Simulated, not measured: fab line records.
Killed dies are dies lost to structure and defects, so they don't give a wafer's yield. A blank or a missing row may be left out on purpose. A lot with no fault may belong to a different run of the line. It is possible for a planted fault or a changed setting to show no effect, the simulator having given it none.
Chamber matching :: flow gf180mcu :: pecvd-03 running GF_MIM_CVD_05: 3 sister chambers
The step deposits Si3N4, target thk 42 nm, time 29.086 s. 3 wafers are shown with their chamber, then 10 later ones without.

== EACH WAFER AND ITS CHAMBER ==
wafer: L082.1
chamber: 0
heater power w (W): 861

wafer: L084.2
chamber: 1
heater power w (W): 645

wafer: L084.5
chamber: 2
heater power w (W): 633

== WAFERS WHOSE CHAMBER IS MISSING ==
wafer: L084.6
heater power w (W): 644

wafer: L086.4
heater power w (W): 813

wafer: L086.5
heater power w (W): 602

wafer: L086.6
heater power w (W): 679

wafer: L088.1
heater power w (W): 567

wafer: L088.4
heater power w (W): 656

wafer: L088.5
heater power w (W): 752

wafer: L095.1
heater power w (W): 664

wafer: L095.5
heater power w (W): 652

wafer: L095.6
heater power w (W): 612

== EACH ONE'S CHAMBER ==
wafer: L084.6
from the rows above: can't be placed: 1 or 2
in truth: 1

wafer: L086.4
from the rows above: 0
in truth: 0

wafer: L086.5
from the rows above: can't be placed: 2 or 1
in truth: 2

wafer: L086.6
from the rows above: can't be placed: 1 or 2
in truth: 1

wafer: L088.1
from the rows above: can't be placed: 2 or 1
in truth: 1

wafer: L088.4
from the rows above: can't be placed: 1 or 2
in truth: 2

wafer: L088.5
from the rows above: can't be placed: 1 or 0 or 2
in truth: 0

wafer: L095.1
from the rows above: can't be placed: 1 or 2
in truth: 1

wafer: L095.5
from the rows above: can't be placed: 1 or 2
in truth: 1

wafer: L095.6
from the rows above: can't be placed: 2 or 1
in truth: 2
Correct placement for 1 of the 10. Unplaceable from these rows: 9, with the true chamber sitting among the candidates in 9. 0 placed wrongly.
How it was worked out, from the rows above alone: a wafer's distance from a chamber is the root of the sum, over the readings, of the square of ((its reading less the chamber's mean) divided by the reading's scatter). If the next closest chamber is less than 2 further off than the closest, the wafer can't be placed; otherwise it belongs to the closest. The mean given for a chamber averages the wafers shown for that chamber. The scatter: root of mean squared gap, hidden wafer to nearest shown wafer, with one shown wafer a chamber.
